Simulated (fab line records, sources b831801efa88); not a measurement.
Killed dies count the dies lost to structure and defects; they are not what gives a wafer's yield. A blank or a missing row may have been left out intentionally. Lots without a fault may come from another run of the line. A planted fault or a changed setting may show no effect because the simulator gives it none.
Matching of chambers ; flow sky130 ; SKY_VIA4_CMP_02 on cmp-01: 4 sister chambers
The step polishes SiO2. 45 wafers are shown with their chamber, then 12 later ones without.

WAFERS PAIRED WITH THEIR CHAMBERS
wafer;chamber;motor current A (A)
L076.2;2;12.9
L076.4;0;13.0
L076.6;2;12.0
L079.2;2;12.4
L079.3;1;11.2
L079.5;2;12.3
L080.1;0;12.6
L080.4;3;12.8
L080.5;2;11.9
L082.2;3;12.5
L082.3;1;10.7
L082.5;1;10.5
L084.1;0;12.4
L084.4;3;12.3
L084.6;3;12.5
L084.2;1;10.9
L084.3;2;12.3
L084.5;0;13.0
L085.1;0;12.3
L085.4;3;13.1
L085.5;2;11.8
L086.1;0;12.1
L086.3;3;13.3
L086.4;1;10.9
L087.1;0;12.7
L087.2;1;11.1
L087.3;2;12.5
L089.3;0;12.8
L089.5;0;12.4
L089.6;1;11.1
L089.1;2;12.1
L089.2;1;11.3
L089.4;3;12.0
L090.1;0;13.1
L090.2;2;11.7
L090.5;2;12.4
L091.1;1;11.1
L091.2;3;12.2
L091.3;0;12.9
L091.4;2;11.9
L091.5;0;13.3
L091.6;1;10.8
L092.2;1;11.1
L092.3;3;12.8
L092.5;1;11.1

SIGNATURES, as means of the wafers listed above
reading;chamber 0;chamber 1;chamber 2;chamber 3;scatter within a chamber
motor current A;12.717;10.983;12.183;12.611;0.342
Rule: a wafer's distance from a chamber is the root of the sum, over the readings, of the square of ((its reading less the chamber's mean) divided by the reading's scatter). If the next closest chamber is less than 2 further off than the closest, the wafer can't be placed; otherwise it belongs to the closest. The scatter is the square root of a quotient: the sum, over the shown wafers, of each reading's squared deviation from its chamber's mean, divided by wafers minus chambers.

WAFERS WITHOUT THEIR CHAMBER
wafer;motor current A (A)
L093.1;13.0
L093.2;12.5
L093.3;13.3
L094.2;12.5
L094.3;12.4
L094.4;11.2
L096.2;12.6
L096.3;10.8
L096.5;13.2
L097.1;12.1
L097.5;11.0
L097.6;11.7

THE CHAMBER EACH PASSED THROUGH
wafer;from the rows above;in truth
L093.1;can't be placed: 0 or 3 or 2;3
L093.2;can't be placed: 3 or 0 or 2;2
L093.3;can't be placed: 0 or 3 or 2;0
L094.2;can't be placed: 3 or 0 or 2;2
L094.3;can't be placed: 3 or 2 or 0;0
L094.4;1;1
L096.2;can't be placed: 3 or 0 or 2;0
L096.3;1;1
L096.5;can't be placed: 0 or 3 or 2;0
L097.1;can't be placed: 2 or 3 or 0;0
L097.5;1;1
L097.6;can't be placed: 2 or 1 or 3 or 0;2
Correctly placed: 3 of 12. These rows do not allow placing 9 (true chamber among the candidates in 9). Placed wrongly: 0.
